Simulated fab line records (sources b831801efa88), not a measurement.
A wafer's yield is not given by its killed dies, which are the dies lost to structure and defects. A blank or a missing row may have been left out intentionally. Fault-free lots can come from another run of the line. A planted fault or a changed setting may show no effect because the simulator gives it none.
What tool caused it? / flow gf180mcu / 13 lots with 39 wafers sampled at 5 steps, on a route of 602 steps

== WHAT THE GAUGES SHOWED, per wafer ==
GF_VT_IMPLANT_TW_MEAS_21.
lot=L673; measured=day 6 17:11; on=film metro-01; VT_IMPLANT_2_TW=1197 1199 1195
lot=L675; measured=day 7 09:20; on=film metro-02; VT_IMPLANT_2_TW=1219 1219 1218
lot=L676; measured=day 7 12:43; on=film metro-01; VT_IMPLANT_2_TW=1197 1205 1193
lot=L677; measured=day 7 19:16; on=film metro-03; VT_IMPLANT_2_TW=1202 1201 1205
lot=L678; measured=day 8 08:02; on=film metro-03; VT_IMPLANT_2_TW=1201 1201 1203
lot=L679; measured=day 8 12:39; on=film metro-01; VT_IMPLANT_2_TW=1201 1204 1201
lot=L683; measured=day 9 12:22; on=film metro-03; VT_IMPLANT_2_TW=1198 1196 1205
lot=L685; measured=day 9 22:38; on=film metro-03; VT_IMPLANT_2_TW=1134 1136 1143
lot=L686; measured=day 10 04:43; on=film metro-02; VT_IMPLANT_2_TW=1159 1162 1158
lot=L688; measured=day 10 18:20; on=film metro-03; VT_IMPLANT_2_TW=1200 1201 1204
lot=L690; measured=day 11 07:43; on=film metro-03; VT_IMPLANT_2_TW=1197 1205 1198
lot=L691; measured=day 11 15:05; on=film metro-01; VT_IMPLANT_2_TW=1207 1200 1199
lot=L692; measured=day 11 20:11; on=film metro-01; VT_IMPLANT_2_TW=1202 1200 1202

GF_VT_IMPLANT_OVL_MEAS_29.
lot=L673; measured=day 7 08:45; on=overlay-01; VT_IMPLANT_02_OVL (nm)=0.2 0.4 -0.7
lot=L675; measured=day 8 00:47; on=overlay-01; VT_IMPLANT_02_OVL (nm)=-0.1 0.1 2.4
lot=L676; measured=day 8 04:29; on=overlay-01; VT_IMPLANT_02_OVL (nm)=-0.1 -0.6 2.5
lot=L677; measured=day 8 11:08; on=overlay-01; VT_IMPLANT_02_OVL (nm)=0.3 0.3 1.7
lot=L678; measured=day 9 00:30; on=overlay-02; VT_IMPLANT_02_OVL (nm)=1.6 0.7 1.3
lot=L679; measured=day 9 05:27; on=overlay-01; VT_IMPLANT_02_OVL (nm)=0.6 -0.6 1.0
lot=L683; measured=day 10 04:47; on=overlay-01; VT_IMPLANT_02_OVL (nm)=4.1 4.2 2.2
lot=L685; measured=day 10 16:06; on=overlay-01; VT_IMPLANT_02_OVL (nm)=-0.1 0.6 0.3
lot=L686; measured=day 10 22:14; on=overlay-02; VT_IMPLANT_02_OVL (nm)=0.4 -1.2 -0.9
lot=L688; measured=day 11 11:56; on=overlay-01; VT_IMPLANT_02_OVL (nm)=1.4 3.9 2.2
lot=L690; measured=day 12 02:20; on=overlay-01; VT_IMPLANT_02_OVL (nm)=-1.8 -0.1 0.4
lot=L691; measured=day 12 09:56; on=overlay-01; VT_IMPLANT_02_OVL (nm)=-0.9 0.4 1.6
lot=L692; measured=day 12 15:53; on=overlay-02; VT_IMPLANT_02_OVL (nm)=0.6 0.2 1.8

GF_VT_IMPLANT_RS_MEAS_47: measures by four-point-probe.
lot=L673; measured=day 8 01:20; on=film metro-04; NWELL_RS (ohm/sq)=489.9 489.1 490.1
lot=L675; measured=day 8 17:54; on=film metro-04; NWELL_RS (ohm/sq)=487.8 486.9 487.7
lot=L676; measured=day 8 22:10; on=film metro-02; NWELL_RS (ohm/sq)=490.7 489.1 488.3
lot=L677; measured=day 9 05:00; on=film metro-02; NWELL_RS (ohm/sq)=489.7 487.8 488.1
lot=L678; measured=day 9 19:01; on=film metro-02; NWELL_RS (ohm/sq)=488.1 489.2 488.6
lot=L679; measured=day 9 23:12; on=film metro-04; NWELL_RS (ohm/sq)=489.7 487.8 489.1
lot=L683; measured=day 10 23:12; on=film metro-01; NWELL_RS (ohm/sq)=486.4 488.2 487.7
lot=L685; measured=day 11 11:13; on=film metro-04; NWELL_RS (ohm/sq)=487.4 489.6 487.5
lot=L686; measured=day 11 17:42; on=film metro-04; NWELL_RS (ohm/sq)=487.9 487.8 487.1
lot=L688; measured=day 12 07:08; on=film metro-04; NWELL_RS (ohm/sq)=488.0 488.4 489.0
lot=L690; measured=day 12 22:42; on=film metro-01; NWELL_RS (ohm/sq)=487.8 488.5 486.7
lot=L691; measured=day 13 06:52; on=film metro-01; NWELL_RS (ohm/sq)=488.7 486.4 487.8
lot=L692; measured=day 13 12:41; on=film metro-02; NWELL_RS (ohm/sq)=487.6 488.1 487.0

== EACH LOT AND THE TOOL THAT RAN IT (in order: tool; ch and the chambers of the sampled wafers; start) ==
lot=L673; GF_STI_STRIP_15=plasma asher-02 ch 0,1, day 2 11:52; GF_VT_IMPLANT_IMPLANT_19=implanter-02 ch 0, day 6 16:56
lot=L675; GF_STI_STRIP_15=plasma asher-01 ch 0,1, day 2 23:33; GF_VT_IMPLANT_IMPLANT_19=implanter-04 ch 0, day 7 09:05
lot=L676; GF_STI_STRIP_15=plasma asher-01 ch 0,1, day 3 03:48; GF_VT_IMPLANT_IMPLANT_19=implanter-02 ch 0, day 7 12:28
lot=L677; GF_STI_STRIP_15=plasma asher-02 ch 0,1, day 3 07:43; GF_VT_IMPLANT_IMPLANT_19=implanter-02 ch 0, day 7 19:01
lot=L678; GF_STI_STRIP_15=plasma asher-04 ch 0,1, day 3 13:48; GF_VT_IMPLANT_IMPLANT_19=implanter-04 ch 0, day 8 07:49
lot=L679; GF_STI_STRIP_15=plasma asher-01 ch 0,1, day 3 18:54; GF_VT_IMPLANT_IMPLANT_19=implanter-04 ch 0, day 8 12:26
lot=L683; GF_STI_STRIP_15=plasma asher-01 ch 0,1, day 4 16:15; GF_VT_IMPLANT_IMPLANT_19=implanter-04 ch 0, day 9 12:07
lot=L685; GF_STI_STRIP_15=plasma asher-01 ch 0,1, day 5 00:55; GF_VT_IMPLANT_IMPLANT_19=implanter-04 ch 0, day 9 22:24
lot=L686; GF_STI_STRIP_15=plasma asher-04 ch 0,1, day 5 06:52; GF_VT_IMPLANT_IMPLANT_19=implanter-04 ch 0, day 10 04:28
lot=L688; GF_STI_STRIP_15=plasma asher-02 ch 0, day 5 17:07; GF_VT_IMPLANT_IMPLANT_19=implanter-01 ch 0, day 10 18:06
lot=L690; GF_STI_STRIP_15=plasma asher-01 ch 0,1, day 6 03:46; GF_VT_IMPLANT_IMPLANT_19=implanter-02 ch 0, day 11 07:28
lot=L691; GF_STI_STRIP_15=plasma asher-01 ch 0,1, day 6 10:46; GF_VT_IMPLANT_IMPLANT_19=implanter-02 ch 0, day 11 14:50
lot=L692; GF_STI_STRIP_15=plasma asher-02 ch 0,1, day 6 13:46; GF_VT_IMPLANT_IMPLANT_19=implanter-02 ch 0, day 11 19:57
- GF_STI_STRIP_15: strips in O2/N2.
- GF_VT_IMPLANT_IMPLANT_19

== AS READ BY THE TOOLS THEMSELVES (means over the sampled wafers that have a number; for cases with no such wafer, the mark the record gives instead) ==
GF_STI_STRIP_15.
lot=L673; tool=plasma asher-02; chamber pressure mTorr (mTorr)=1499.7; drypump motor current A (A)=5.8; heater power w (W)=366; oes product au (a.u.)=0.389; strip time to endpoint s (s)=3.74
lot=L675; tool=plasma asher-01; chamber pressure mTorr (mTorr)=1499.8; drypump motor current A (A)=5.3; heater power w (W)=350; oes product au (a.u.)=0.380; strip time to endpoint s (s)=3.76
lot=L676; tool=plasma asher-01; chamber pressure mTorr (mTorr)=1498.5; drypump motor current A (A)=5.3; heater power w (W)=353; oes product au (a.u.)=0.381; strip time to endpoint s (s)=3.68
lot=L677; tool=plasma asher-02; chamber pressure mTorr (mTorr)=1499.5; drypump motor current A (A)=6.0; heater power w (W)=353; oes product au (a.u.)=0.383; strip time to endpoint s (s)=3.69
lot=L678; tool=plasma asher-04; chamber pressure mTorr (mTorr)=1500.7; drypump motor current A (A)=5.8; heater power w (W)=375; oes product au (a.u.)=0.374; strip time to endpoint s (s)=3.68
lot=L679; tool=plasma asher-01; chamber pressure mTorr (mTorr)=1500.5; drypump motor current A (A)=5.3; heater power w (W)=350; oes product au (a.u.)=0.386; strip time to endpoint s (s)=3.74
lot=L683; tool=plasma asher-01; chamber pressure mTorr (mTorr)=1499.8; drypump motor current A (A)=5.3; heater power w (W)=357; oes product au (a.u.)=0.384; strip time to endpoint s (s)=3.75
lot=L685; tool=plasma asher-01; chamber pressure mTorr (mTorr)=1498.0; drypump motor current A (A)=5.9; heater power w (W)=383; oes product au (a.u.)=0.381; strip time to endpoint s (s)=3.75
lot=L686; tool=plasma asher-04; chamber pressure mTorr (mTorr)=1500.1; drypump motor current A (A)=5.8; heater power w (W)=378; oes product au (a.u.)=0.380; strip time to endpoint s (s)=3.70
lot=L688; tool=plasma asher-02; chamber pressure mTorr (mTorr)=1499.9; drypump motor current A (A)=5.6; heater power w (W)=377; oes product au (a.u.)=0.385; strip time to endpoint s (s)=3.65
lot=L690; tool=plasma asher-01; chamber pressure mTorr (mTorr)=1499.4; drypump motor current A (A)=5.3; heater power w (W)=348; oes product au (a.u.)=0.383; strip time to endpoint s (s)=3.72
lot=L691; tool=plasma asher-01; chamber pressure mTorr (mTorr)=1497.3; drypump motor current A (A)=5.9; heater power w (W)=382; oes product au (a.u.)=0.380; strip time to endpoint s (s)=3.71
lot=L692; tool=plasma asher-02; chamber pressure mTorr (mTorr)=1501.1; drypump motor current A (A)=6.0; heater power w (W)=359; oes product au (a.u.)=0.387; strip time to endpoint s (s)=3.74

GF_VT_IMPLANT_IMPLANT_19.
lot=L673; tool=implanter-02; beam energy keV=100.02; beam on s (s)=10.07; faraday current uA=24.3
lot=L675; tool=implanter-04; beam energy keV=99.99; beam on s (s)=10.05; faraday current uA=24.4
lot=L676; tool=implanter-02; beam energy keV=99.97; beam on s (s)=9.88; faraday current uA=24.8
lot=L677; tool=implanter-02; beam energy keV=100.01; beam on s (s)=9.97; faraday current uA=24.6
lot=L678; tool=implanter-04; beam energy keV=99.98; beam on s (s)=9.93; faraday current uA=24.7
lot=L679; tool=implanter-04; beam energy keV=100.02; beam on s (s)=9.89; faraday current uA=24.8
lot=L683; tool=implanter-04; beam energy keV=100.00; beam on s (s)=10.13; faraday current uA=24.1
lot=L685; tool=implanter-04; beam energy keV=99.99; beam on s (s)=8.37; faraday current uA=29.3
lot=L686; tool=implanter-04; beam energy keV=100.00; beam on s (s)=8.20; faraday current uA=29.8
lot=L688; tool=implanter-01; beam energy keV=100.00; beam on s (s)=9.94; faraday current uA=24.6
lot=L690; tool=implanter-02; beam energy keV=99.99; beam on s (s)=10.20; faraday current uA=24.0
lot=L691; tool=implanter-02; beam energy keV=99.98; beam on s (s)=9.90; faraday current uA=24.9
lot=L692; tool=implanter-02; beam energy keV=99.99; beam on s (s)=10.20; faraday current uA=24.1

== THE ANSWER, worked out from the rows above alone ==
Rule: usual is defined by the lots themselves. Put in order of their means at a reading, lots are off if they are a third of the lots or fewer, leave a main group of 4 or more, and stand apart from it by a gap of 3 or more times the standard deviation of the main group's means; of several such gaps the widest counts. The tables above print the reading to a certain number of digits; a main group whose means all agree to those digits is not used. Also off: a lot with no number at a reading for which 4 or more lots have one. Where the step has rows for the other lots, those lots are counted as sound. Order of review: gauges by route order, followed by the tools' own readings, for which a lot's mean as printed above is used. At the first step where some lot is off, the reading lying furthest off is the one used; lots without a number count as furthest.
Off: L685, L686, seen at GF_VT_IMPLANT_TW_MEAS_21 (VT_IMPLANT_2_TW). Main group: mean 1202, sd 5.4.
If a tool, at a process step before that reading, ran all the lots that are off and no sound lot after the first of them, it fits. Not tried: the gauges at GF_VT_IMPLANT_TW_MEAS_21; whatever is off there is also off at GF_VT_IMPLANT_IMPLANT_19, on other tools, and gauge error can't account for it. One fits: GF_VT_IMPLANT_IMPLANT_19 on implanter-04. Its last sound lot is L683 (day 9 12:07), its first lot that is off L685 (day 9 22:24): a fault that began between those two fits.
The tool's own readings at GF_VT_IMPLANT_IMPLANT_19 bear it out: on the lots that are off they differ by more than 5 times the standard deviation of the sound lots' means. beam on s reads 8.29 s there against 10.01 s on the sound lots; faraday current uA reads 29.6 there against 24.5 on the sound lots.

== WHAT THE SIMULATOR PUT IN ==
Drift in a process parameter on implanter-04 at GF_VT_IMPLANT_IMPLANT_19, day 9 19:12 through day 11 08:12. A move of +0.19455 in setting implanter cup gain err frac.
Shown lots that were struck: L685, L686. The same result came from the rule above.
